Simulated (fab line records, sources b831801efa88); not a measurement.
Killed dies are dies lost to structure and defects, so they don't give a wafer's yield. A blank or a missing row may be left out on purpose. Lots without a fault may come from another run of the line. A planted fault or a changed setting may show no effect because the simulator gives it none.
Which tool did it? | flow gf180mcu | 14 lots, 41 wafers sampled, at 3 steps of a route of 602

WHAT THE GAUGES READ, wafer by wafer
GF_MVPSD_TW_MEAS_11. Usual: MVPSD_TW 551, standard deviation 5.9.
lot  | measured     | on            | MVPSD_TW    | flag
L837 | day 5 07:04  | film_metro-02 | 546 543 545 |
L838 | day 5 13:54  | film_metro-04 | 554 552 553 |
L843 | day 6 12:00  | film_metro-04 | 556 552 550 |
L844 | day 6 18:02  | film_metro-04 | 555 554     |
L845 | day 6 23:15  | film_metro-04 | 552 551 550 |
L846 | day 7 04:57  | film_metro-02 | 549 544 544 |
L847 | day 7 12:22  | film_metro-04 | 554 554 548 |
L851 | day 8 15:45  | film_metro-02 | 546 548 547 |
L855 | day 9 16:12  | film_metro-02 | 544 547 548 |
L856 | day 9 22:09  | film_metro-04 | 551 553 548 |
L857 | day 10 02:30 | film_metro-02 | 547 543 544 |
L858 | day 10 05:36 | film_metro-02 | 544 550 542 |
L859 | day 10 17:57 | film_metro-02 | 547 546 545 |
L860 | day 10 19:31 | film_metro-04 | 553 551 552 |

GF_VT_IMPLANT_OVL_MEAS_07. Usual: VT_IMPLANT_OVL 0.8 nm, standard deviation 1.7.
lot  | measured     | on         | VT_IMPLANT_OVL (nm) | flag
L837 | day 5 21:10  | overlay-02 | 2.5 0.8 0.9         |
L838 | day 6 04:46  | overlay-01 | 3.1 1.8 0.9         |
L843 | day 7 03:31  | overlay-02 | 5.1 2.8 2.7         |
L844 | day 7 08:59  | overlay-01 | 1.9 2.4             |
L845 | day 7 14:22  | overlay-02 | 0.6 -1.5 1.2        |
L846 | day 7 20:43  | overlay-02 | -0.2 0.8 0.0        |
L847 | day 8 04:17  | overlay-02 | -3.5 -2.5 -3.3      |
L851 | day 9 09:04  | overlay-02 | 3.0 1.2 0.9         |
L855 | day 10 09:19 | overlay-02 | 1.7 0.8 1.1         |
L856 | day 10 15:31 | overlay-01 | 1.1 -1.0 -1.6       |
L857 | day 10 20:37 | overlay-02 | 1.0 -0.2 -2.7       |
L858 | day 10 23:16 | overlay-01 | 2.1 1.7 2.2         |
L859 | day 11 12:28 | overlay-02 | 1.4 0.6 0.4         |
L860 | day 11 14:08 | overlay-01 | -0.7 -1.5 1.2       |

GF_VT_IMPLANT_TW_MEAS_10. Usual: VT_IMPLANT_TW 568, standard deviation 8.7.
lot  | measured     | on            | VT_IMPLANT_TW | flag
L837 | day 5 21:28  | film_metro-03 | 569 570 569   |
L838 | day 6 05:04  | film_metro-01 | 573 574 578   |
L843 | day 7 03:48  | film_metro-01 | 577 575 574   |
L844 | day 7 09:17  | film_metro-02 | 552 554       |
L845 | day 7 14:39  | film_metro-03 | 578 577 578   |
L846 | day 7 21:00  | film_metro-02 | 557 555 558   |
L847 | day 8 04:34  | film_metro-03 | 578 572 574   |
L851 | day 9 09:21  | film_metro-01 | 566 574 572   |
L855 | day 10 09:36 | film_metro-01 | 572 570 572   |
L856 | day 10 15:48 | film_metro-01 | 568 573 570   |
L857 | day 10 20:54 | film_metro-02 | 554 554 554   |
L858 | day 10 23:34 | film_metro-01 | 571 569 570   |
L859 | day 11 12:45 | film_metro-02 | 554 559 559   |
L860 | day 11 14:25 | film_metro-03 | 573 576 574   |

WHICH TOOL RAN EACH LOT (tool, then ch and the chambers of the sampled wafers, then the start)
The record holds no process step before these readings.

WHAT THE TOOLS THEMSELVES READ (means of the sampled wafers that have a number; where no wafer has one, the mark that the record gives instead)
The record holds no such reading with a usual standard deviation.

THE ANSWER, worked out from the rows above alone
Rule: a lot is off if the mean of its wafers that have a number lies more than 3 standard deviations from the usual mean. A lot without any number at a reading at which 4 lots or more have one is off too. The other lots that the step has rows for count as sound. The gauges are gone through in route order, then the tools' own readings, and for those a lot's mean is taken as printed above. The first step at which some lot is off is used, and at that step the reading that is off furthest; a lot without a number counts as furthest.
No lot is off at any reading shown: from this, nothing can be told.

WHAT THE SIMULATOR HAD PUT IN
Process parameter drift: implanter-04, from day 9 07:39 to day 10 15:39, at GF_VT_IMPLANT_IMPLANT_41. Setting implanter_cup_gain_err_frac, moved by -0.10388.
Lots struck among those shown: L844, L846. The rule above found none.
